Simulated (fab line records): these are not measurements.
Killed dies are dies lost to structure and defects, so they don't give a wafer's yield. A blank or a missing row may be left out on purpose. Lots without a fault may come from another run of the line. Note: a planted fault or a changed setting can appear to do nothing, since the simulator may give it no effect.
fab line records	flow sky130
[record] lots = 6	wafers = 18	lastDay = 49
route steps=708 shown VT_ADJUST_HVTR@139 VT_ADJUST_PCH@143 SONOS_TUNNEL@154 PAD_OPEN@708
lots untouched by any fault: they come from a run of this same line in which no faults occurred
startH: hours from the record's first day to the start of the lot's first wafer shown	waitH: how many hours have passed since the lot's step before this one	" as in the row above	L1.1+2: a row that stands for several wafers	- no value present, or no start provided	* or withheld: withheld	< > ~ a bound
route shown NAME@n: NAME is a module with steps in the file, n the number in the route of the first one	usual: mean and standard deviation over wafers with no fault	same: alike in all rows	chamber/n: place in a boat	sites: the reading at each site	_std_site: the values' standard deviation	_edge_site: mean of outer sites minus mean of inner sites	radiusMm: how far each site lies from the wafer's centre	mask NAME#n: copy n	behind: the most recent tool/chamber to have shaped the wafer	hold: what put the lot on hold/how long, in hours/how the hold closed	device: whichever transistor did not switch (one of n, p or np)	end of line: the route-end tests of the same wafers	a step without rows: its recipe alone	killed: the dies lost at the first sort to structure and to defects; this is not the yield of the wafer	map: a wafer's dies, marking killed ones x, the rest . and places with no die _
set.NAME: the setting as run; set.NAME@STEP: as run at that earlier step	model.NAME: the simulator's own value behind a step, which no gauge read
certain route steps with their lots: each step a table, each wafer a row
services: from which hour (startH, from the record's first day; less than 0 if before it) a tool's chamber was out of use, for how many hours, and why
[[steps]]
[step SKY_VT_ADJUST_HVTR_OVL_MEAS_08]
[usual] VT_ADJUST_HVTR_OVL = 0.1/1.7
lot.wafer	tool	chamber	startH	waitH	VT_ADJUST_HVTR_OVL[nm]
L958.1	overlay-01	-	196.81	0.1	0.2
L958.3	"	-	"	"	0.9
L958.5	"	-	"	"	1.3
L960.2	overlay-02	-	223.77	0.1	-0.7
L960.4	"	-	"	"	0.4
L960.6	"	-	"	"	-0.5
L962.2	overlay-02	-	230.56	0.1	-0.4
L962.3	"	-	"	"	-0.5
L962.4	"	-	"	"	0.6
L977.3	overlay-01	-	344.63	0.1	-1.2
L977.4	"	-	"	"	-0.9
L977.5	"	-	"	"	0.2
L976.2	overlay-02	-	349.06	0.1	0.5
L976.4	"	-	"	"	0.3
L976.5	"	-	"	"	0.6
L978.1	overlay-02	-	349.66	0.1	2.0
L978.2	"	-	"	"	1.1
L978.5	"	-	"	"	0.6
[step SKY_VT_ADJUST_HVTR_IMPLANT_09]
[recipe] species = B	energyKev = 10	doseCm2 = 2.1e+12	tiltDeg = withheld
[step SKY_VT_ADJUST_HVTR_STRIP_10]
[recipe] chemistry = O2/N2	powerW = 1400	pressureMtorr = 1500	platenTempC = withheld	o2FlowSccm = 3000	n2FlowSccm = 300	overashFraction = 0.5
[usual] drypumpMotorCurrentA = 5.7/0.3	oesProductAu = 0.716/0.0041	stripTimeToEndpointS = 14.17/0.049
lot.wafer	tool	chamber	startH	waitH	drypumpMotorCurrentA	oesProductAu	rfHoursCounterH	stripTimeToEndpointS
L958.1	plasmaAsher-03	1	197.00	0.1	5.7	0.717	6	14.18
L958.3	"	0	"	"	5.9	0.716	-	14.18
L958.5	"	0	"	"	5.9	0.708	-	14.17
L960.2	plasmaAsher-01	0	223.95	0.1	5.4	0.723	43	14.17
L960.4	"	0	"	"	5.4	0.715	-	14.17
L960.6	"	1	"	"	5.8	0.723	-	14.16
L962.2	plasmaAsher-03	0	230.74	0.1	5.9	0.714	9	14.17
L962.3	"	1	"	"	5.7	0.719	-	14.11
L962.4	"	0	"	"	5.9	0.713	-	14.13
L977.3	plasmaAsher-03	0	344.83	0.1	5.9	0.714	-	14.22
L977.4	"	1	"	"	5.7	0.723	-	14.21
L977.5	"	0	"	"	5.9	0.715	-	14.21
L976.2	plasmaAsher-03	1	349.24	0.1	5.7	0.711	21	14.16
L976.4	"	1	"	"	5.8	0.716	-	14.13
L976.5	"	1	"	"	5.8	0.715	-	14.19
L978.1	plasmaAsher-04	1	349.84	0.1	5.3	0.720	70	14.15
L978.2	"	0	"	"	6.3	0.711	70	14.19
L978.5	"	1	"	"	5.3	0.716	-	14.18
[step SKY_VT_ADJUST_HVTR_TW_MEAS_11]
[usual] VT_ADJUST_HVTR_TW = 212.5/2.6
lot.wafer	tool	chamber	startH	waitH	VT_ADJUST_HVTR_TW
L958.1	filmMetro-03	-	197.10	0.1	208.4
L958.3	"	-	"	"	208.7
L958.5	"	-	"	"	208.4
L960.2	filmMetro-01	-	224.06	0.1	216.1
L960.4	"	-	"	"	216.2
L960.6	"	-	"	"	216.6
L962.2	filmMetro-02	-	230.85	0.1	212.5
L962.3	"	-	"	"	213.7
L962.4	"	-	"	"	213.8
L977.3	filmMetro-02	-	344.92	0.1	214.1
L977.4	"	-	"	"	212.8
L977.5	"	-	"	"	211.7
L976.2	filmMetro-03	-	349.35	0.1	210.2
L976.4	"	-	"	"	210.6
L976.5	"	-	"	"	208.7
L978.1	filmMetro-03	-	349.94	0.1	208.7
L978.2	"	-	"	"	209.1
L978.5	"	-	"	"	208.5
[step SKY_VT_ADJUST_PCH_DEHYDRATE_00]
[recipe] tempC = 200	timeS = 60
[step SKY_VT_ADJUST_PCH_HMDS_01]
[recipe] primeTimeS = 60	primeTempC = 120
[step SKY_VT_ADJUST_PCH_COAT_02]
[recipe] spinRpm = 2000	resistThkNm = 3000
[step SKY_VT_ADJUST_PCH_SOFTBAKE_03]
[recipe] tempC = 110	timeS = withheld
[step SKY_VT_ADJUST_PCH_EXPOSE_04]
[recipe] maskId = NWM	na = 0.6	sourceShape = conventional	sigmaOuter = 0.6	polarization = unpolarized	targetCdNm = 840	doseMj = 255
[step SKY_VT_ADJUST_PCH_PEB_05]
[recipe] tempC = 115	timeS = withheld
[step SKY_VT_ADJUST_PCH_DEVELOP_06]
[recipe] wallAngleDeg = 90	developer = TMAH	developTimeS = 60	devTempC = 23
[step SKY_VT_ADJUST_PCH_OVL_MEAS_07]
[usual] VT_ADJUST_PCH_OVL = 0.1/1.2
lot.wafer	tool	chamber	startH	waitH	VT_ADJUST_PCH_OVL[nm]
L958.1	overlay-02	-	218.99	-	-1.3
L958.3	"	-	"	"	0.5
L958.5	"	-	"	"	-0.9
L960.2	overlay-01	-	244.35	-	-0.5
L960.4	"	-	"	"	0.4
L960.6	"	-	"	"	-0.9
L962.2	overlay-02	-	252.29	-	-1.0
L962.3	"	-	"	"	-0.7
L962.4	"	-	"	"	-2.1
L977.3	overlay-01	-	372.25	-	-0.3
L977.4	"	-	"	"	0.7
L977.5	"	-	"	"	0.8
L976.2	overlay-02	-	376.19	-	-0.1
L976.4	"	-	"	"	0.7
L976.5	"	-	"	"	0.0
L978.1	overlay-02	-	377.74	-	0.5
L978.2	"	-	"	"	0.1
L978.5	"	-	"	"	-0.6
[step SKY_VT_ADJUST_PCH_IMPLANT_08]
[recipe] species = B	energyKev = 10	doseCm2 = 5e+11	tiltDeg = withheld
lot.wafer	tool	chamber	startH	waitH
L958.1+3+5	implanter-04	0	219.02	0.0
L958.1+3+5	implanter-04	0	219.34	0.3
L960.2+4+6	implanter-03	0	244.40	0.0
L960.2+4+6	implanter-03	0	244.72	0.3
L962.2+3+4	implanter-02	0	252.35	0.0
L977.3+4+5	implanter-02	0	372.33	0.1
L976.2+4+5	implanter-03	0	376.25	0.0
L978.1+2+5	implanter-03	0	377.78	0.0
[step SKY_VT_ADJUST_PCH_STRIP_09]
[recipe] chemistry = O2/N2	powerW = 1400	pressureMtorr = 1500	platenTempC = withheld	o2FlowSccm = 3000	n2FlowSccm = 300	overashFraction = 0.5
[usual] drypumpMotorCurrentA = 5.6/0.36	oesProductAu = 0.723/0.0043	stripTimeToEndpointS = 36.93/0.078
lot.wafer	tool	chamber	startH	waitH	drypumpMotorCurrentA	oesProductAu	rfHoursCounterH	stripTimeToEndpointS
L958.1	plasmaAsher-01	1	219.49	0.1	5.8	0.724	43	36.79
L958.3	"	0	"	"	5.4	0.730	-	36.85
L958.5	"	0	"	"	5.4	0.722	-	36.89
L960.2	plasmaAsher-01	1	244.84	0.1	5.8	0.718	45	36.87
L960.4	"	1	"	"	5.9	0.726	-	36.83
L960.6	"	0	"	"	5.4	0.725	-	36.98
L962.2	plasmaAsher-01	0	252.47	0.1	5.4	0.720	46	36.91
L962.3	"	1	"	"	5.8	0.721	-	37.00
L962.4	"	0	"	"	5.4	0.728	-	37.01
L977.3	plasmaAsher-02	1	372.46	0.1	5.1	0.714	-	36.94
L977.4	"	0	"	"	5.6	0.725	-	36.96
L977.5	"	1	"	"	5.1	0.730	-	36.80
L976.2	plasmaAsher-01	0	376.37	0.1	5.4	0.730	58	37.00
L976.4	"	0	"	"	5.4	0.717	-	36.93
L976.5	"	0	"	"	5.4	0.728	-	36.92
L978.1	plasmaAsher-01	0	377.93	0.1	5.5	0.723	58	36.92
L978.2	"	1	"	"	5.8	0.725	58	36.96
L978.5	"	0	"	"	5.4	0.721	-	37.00
[step SKY_VT_ADJUST_PCH_TW_MEAS_10]
[usual] VT_ADJUST_PCH_TW = 143.1/1.5
lot.wafer	tool	chamber	startH	waitH	VT_ADJUST_PCH_TW
L958.1	filmMetro-02	-	219.59	0.1	173.1
L958.3	"	-	"	"	174.1
L958.5	"	-	"	"	173.5
L958.1	filmMetro-02	-	219.82	0.2	173.4
L958.3	"	-	"	"	173.2
L958.5	"	-	"	"	172.6
L960.2	filmMetro-02	-	244.98	0.1	172.6
L960.4	"	-	"	"	173.3
L960.6	"	-	"	"	173.5
L960.2	filmMetro-02	-	245.20	0.2	174.6
L960.4	"	-	"	"	172.7
L960.6	"	-	"	"	173.5
L962.2	filmMetro-04	-	252.58	0.1	143.7
L962.3	"	-	"	"	143.6
L962.4	"	-	"	"	144.3
L977.3	filmMetro-02	-	372.55	0.1	143.9
L977.4	"	-	"	"	144.3
L977.5	"	-	"	"	144.7
L976.2	filmMetro-02	-	376.48	0.1	143.9
L976.4	"	-	"	"	144.0
L976.5	"	-	"	"	144.5
L978.1	filmMetro-02	-	378.03	0.1	144.3
L978.2	"	-	"	"	144.0
L978.5	"	-	"	"	144.5
[step SKY_SONOS_TUNNEL_DEHYDRATE_00]
[recipe] tempC = 200	timeS = 60
[step SKY_PAD_OPEN_PROBE_99]
[usual] killed_at_M0_to_M3 = 44/6.5	killed_at_M4_up = 3.3/1.9	killedAtContacts = 23/4.7	killedAtFrontEnd = 15/4.5	killedAtOther = 0.2/0.52	killedDies = 86/8.9	killedOpen = 47/6.8	killedShort = 39/6.1
[same] grossDies = 492	killedAtBackSide = 0
lot.wafer	tool	chamber	startH	waitH	killed_at_M0_to_M3	killed_at_M4_up	killedAtContacts	killedAtFrontEnd	killedAtOther	killedDies	killedOpen	killedShort	model.etest.nfet_16v.rOnOhmUm	model.etest.pfetG5v0d10v5.rOnOhmUm	model.etest.tipP.rsOhmSq	model.etest.pfetG5v0d10v5.driveUaUm	model.etest.pfet_01v8_lvt.driveUaUm	model.etest.pfet_01v8.driveUaUm	model.etest.pfet_16v.driveUaUm	model.etest.pfet_01v8_mvt.driveUaUm
L958.1	prober-01	-	1057.63	0.1	52	5	14	24	0	95	45	50	1.514e+04	4581	6634	365.1	192.1	211.6	252.7	167
L958.3	prober-01	-	1057.73	0.2	50	1	25	10	1	87	38	49	1.497e+04	4551	6640	360.5	191.4	205.5	251.4	164.6
L958.5	prober-01	-	1057.83	0.2	51	6	20	23	0	100	43	57	1.524e+04	4571	6630	357.1	191.1	204	247.3	165
L960.2	prober-02	-	1079.76	0.1	50	3	23	20	1	97	56	41	1.503e+04	4548	6799	365.7	189.8	202.2	258.6	161.5
L960.4	prober-02	-	1079.86	0.2	37	5	17	33	0	92	63	29	1.487e+04	4482	6747	363.9	193.3	210.4	256.8	164
L960.6	prober-02	-	1079.96	0.2	44	4	21	16	0	85	39	46	1.491e+04	4509	6741	364.5	191.8	208.6	254.9	166.7
L962.2	prober-02	-	1090.56	0.1	37	4	21	14	0	76	50	26	1.39e+04	4750	6858	343.3	173.3	196.8	240	154.7
L962.3	prober-02	-	1090.61	0.2	44	4	26	9	0	83	49	34	1.382e+04	4717	6833	348.6	172.5	192.4	244.6	151.3
L962.4	prober-02	-	1090.66	0.2	41	6	20	17	0	84	43	41	1.391e+04	4805	6810	342.8	172.6	192.8	245.9	152.8
L978.1	prober-02	-	1180.46	0.1	39	5	28	9	0	81	44	37	1.401e+04	4661	6973	350.4	177.3	191.3	250.9	148
L978.2	prober-02	-	1180.51	0.1	43	4	28	15	0	90	52	38	1.417e+04	4771	6943	341.4	173.8	187.1	245.1	146
L978.5	prober-02	-	1180.66	0.2	45	5	24	13	0	87	44	43	1.41e+04	4752	6977	343.9	173.2	185.5	249.4	145.3
L977.3	prober-01	-	1180.47	0.2	33	0	15	24	0	72	42	30	1.382e+04	4799	6818	335	170.2	195.2	232.2	153.8
L977.4	prober-01	-	1180.52	0.2	30	4	19	17	0	70	38	32	1.381e+04	4842	6809	330.4	168.5	197.1	236.1	152.6
L977.5	prober-01	-	1180.57	0.2	51	1	21	17	2	92	49	43	1.377e+04	4829	6878	330.6	168.7	194.6	237.3	152.4
L976.2	prober-01	-	1180.72	0.2	39	6	26	13	1	85	44	41	1.395e+04	4750	6847	340.2	176.5	200.1	246.3	153.3
L976.4	prober-01	-	1180.82	0.3	52	1	29	21	0	103	62	41	1.388e+04	4764	6894	340.4	175.7	197.4	244.6	152.5
L976.5	prober-01	-	1180.87	0.3	31	3	28	9	0	71	44	27	1.408e+04	4811	6880	336.4	175.4	197.2	241.4	151.8
// killed by level:class
L958.1 VIA1:geometricParticle:open=15 VIA1:geometricParticle:short=10 METAL2:geometricParticle:short=6 POLY_GATE:geometricParticle:short=5 POLY_GATE:geometricParticle:open=5 VIA3:geometricParticle:open=5 LOCAL_INTERCONNECT:geometricParticle:short=5 VIA2:geometricParticle:open=5
L958.3 VIA1:geometricParticle:open=10 LI_CONTACT:geometricParticle:open=8 VIA1:geometricParticle:short=8 VIA2:geometricParticle:short=6 VIA2:geometricParticle:open=6 VIA3:geometricParticle:short=5 LOCAL_INTERCONNECT:geometricParticle:short=5 CONTACT:geometricParticle:short=5
L958.5 FIELD_ISO:geometricParticle:short=10 VIA1:geometricParticle:short=10 VIA1:geometricParticle:open=10 VIA3:geometricParticle:open=8 METAL1:geometricParticle:short=7 CONTACT:geometricParticle:open=7 FIELD_ISO:geometricParticle:open=6 METAL4:geometricParticle:short=6
L960.2 METAL2:geometricParticle:short=10 VIA1:geometricParticle:open=9 CONTACT:geometricParticle:open=9 VIA2:geometricParticle:open=8 VIA3:geometricParticle:open=8 LI_CONTACT:geometricParticle:open=7 FIELD_ISO:geometricParticle:open=5 METAL1:geometricParticle:short=5
L960.4 POLY_GATE:geometricParticle:open=13 VIA1:geometricParticle:open=10 POLY_GATE:geometricParticle:short=7 CONTACT:geometricParticle:open=7 VIA3:geometricParticle:open=7 VIA2:geometricParticle:open=5 LI_CONTACT:geometricParticle:open=5 FIELD_ISO:geometricParticle:open=4
L960.6 CONTACT:geometricParticle:open=11 VIA1:geometricParticle:open=9 FIELD_ISO:geometricParticle:open=8 VIA1:geometricParticle:short=8 METAL1:geometricParticle:short=7 METAL2:geometricParticle:short=6 VIA2:geometricParticle:short=6 FIELD_ISO:geometricParticle:short=5
L962.2 VIA2:geometricParticle:open=12 CONTACT:geometricParticle:open=8 VIA1:geometricParticle:open=6 POLY_GATE:geometricParticle:short=5 LI_CONTACT:geometricParticle:open=5 METAL2:geometricParticle:short=4 POLY_GATE:geometricParticle:open=4 VIA3:geometricParticle:open=4
L962.3 CONTACT:geometricParticle:open=11 VIA3:geometricParticle:open=9 VIA1:geometricParticle:open=7 LI_CONTACT:geometricParticle:open=6 METAL1:geometricParticle:short=6 POLY_GATE:geometricParticle:short=5 VIA2:geometricParticle:open=5 CONTACT:geometricParticle:short=4
L962.4 VIA1:geometricParticle:open=12 CONTACT:geometricParticle:open=10 METAL4:geometricParticle:short=6 POLY_GATE:geometricParticle:short=5 CONTACT:geometricParticle:short=5 VIA1:geometricParticle:short=5 VIA2:geometricParticle:open=5 FIELD_ISO:geometricParticle:open=4
L978.1 CONTACT:geometricParticle:open=10 VIA3:geometricParticle:open=9 CONTACT:geometricParticle:short=9 VIA1:geometricParticle:short=7 VIA1:geometricParticle:open=5 POLY_GATE:geometricParticle:open=4 LI_CONTACT:geometricParticle:open=4 VIA2:geometricParticle:open=4
L977.3 VIA1:geometricParticle:open=10 FIELD_ISO:geometricParticle:open=7 FIELD_ISO:geometricParticle:short=6 VIA1:geometricParticle:short=5 LI_CONTACT:geometricParticle:open=5 CONTACT:geometricParticle:open=5 POLY_GATE:geometricParticle:short=4 POLY_GATE:geometricParticle:open=4
L978.2 VIA1:geometricParticle:open=12 LI_CONTACT:geometricParticle:open=11 CONTACT:geometricParticle:open=7 VIA2:geometricParticle:open=7 VIA1:geometricParticle:short=6 LOCAL_INTERCONNECT:geometricParticle:short=5 VIA3:geometricParticle:open=5 POLY_GATE:geometricParticle:short=4
L977.4 CONTACT:geometricParticle:open=10 VIA1:geometricParticle:open=6 FIELD_ISO:geometricParticle:open=4 METAL1:geometricParticle:short=4 VIA1:geometricParticle:short=4 VIA3:geometricParticle:open=4 FIELD_ISO:geometricParticle:short=3 POLY_GATE:geometricParticle:open=3
L977.5 VIA1:geometricParticle:open=14 METAL2:geometricParticle:short=8 CONTACT:geometricParticle:open=7 VIA3:geometricParticle:open=6 VIA1:geometricParticle:short=5 LOCAL_INTERCONNECT:geometricParticle:short=5 FIELD_ISO:geometricParticle:open=4 FIELD_ISO:geometricParticle:short=4
L978.5 VIA1:geometricParticle:open=10 CONTACT:geometricParticle:open=8 VIA3:geometricParticle:open=6 LOCAL_INTERCONNECT:geometricParticle:short=5 METAL3:geometricParticle:short=5 VIA1:geometricParticle:short=5 METAL2:geometricParticle:short=5 METAL4:geometricParticle:short=4
L976.2 VIA1:geometricParticle:open=10 CONTACT:geometricParticle:open=9 METAL1:geometricParticle:short=8 LI_CONTACT:geometricParticle:open=6 VIA2:geometricParticle:open=6 CONTACT:geometricParticle:short=5 LI_CONTACT:geometricParticle:short=4 VIA2:geometricParticle:short=4
L976.4 VIA1:geometricParticle:open=13 VIA3:geometricParticle:open=9 LI_CONTACT:geometricParticle:open=8 CONTACT:geometricParticle:open=8 VIA2:geometricParticle:open=8 CONTACT:geometricParticle:short=7 FIELD_ISO:geometricParticle:short=6 FIELD_ISO:geometricParticle:open=5
L976.5 VIA1:geometricParticle:open=13 CONTACT:geometricParticle:open=10 CONTACT:geometricParticle:short=9 LI_CONTACT:geometricParticle:open=6 VIA2:geometricParticle:open=5 METAL2:geometricParticle:short=4 VIA3:geometricParticle:open=4 METAL4:geometricParticle:short=3
[[services]]
tool	chamber	startH	hours	kind
plasmaAsher-03	-	182.83	2.8	pm
implanter-03	-	191.10	4.7	pm
implanter-03	-	202.48	21.4	pm
implanter-04	-	205.75	7.8	pm
implanter-04	-	214.52	0.6	repair
implanter-04	-	215.14	2.4	repair
plasmaAsher-04	-	229.18	4.7	repair
implanter-03	-	245.49	1.7	repair
implanter-04	-	268.62	2.6	repair
plasmaAsher-02	-	283.51	3.4	repair
implanter-04	-	293.74	3.9	repair
implanter-04	-	337.71	1.4	repair
implanter-04	-	354.34	1.0	repair
implanter-04	-	366.44	7.4	pm
plasmaAsher-03	-	367.33	7.1	repair
[[key]]
[firstSign] step = SKY_VT_ADJUST_PCH_IMPLANT_08	reading = visit	direction = added
[effect] step = SKY_VT_ADJUST_PCH_TW_MEAS_10	reading = visit	direction = added
[effect] step = SKY_VT_ADJUST_PCH_TW_MEAS_10	reading = VT_ADJUST_PCH_TW	direction = up	sigmas = 20	usual = 143.1	struck = 173.4
[modelEffect] step = SKY_PAD_OPEN_PROBE_99	value = etest.nfet_16v.rOnOhmUm	without = 1.428e+04	struck = 1.503e+04
metAt SKY_VT_ADJUST_PCH_IMPLANT_08
struckWafers L958.1,L958.3,L958.5,L960.2,L960.4,L960.6
testerLeftOut L958,L960
[fault] kind = repeatedStepWhole	tool = implanter-02,implanter-03,implanter-04	chamber = -	onsetH = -	steps = SKY_VT_ADJUST_PCH_IMPLANT_08	times = 1	scope = struckLotsOnly
// testerLeftOut: of these lots the tester's yield and bins aren't shown, on N5 and GAA mostly nor the transistor test; their killed dies are dies lost to structure and defects alone, not to doping, threshold or leakage, so they don't give the yield
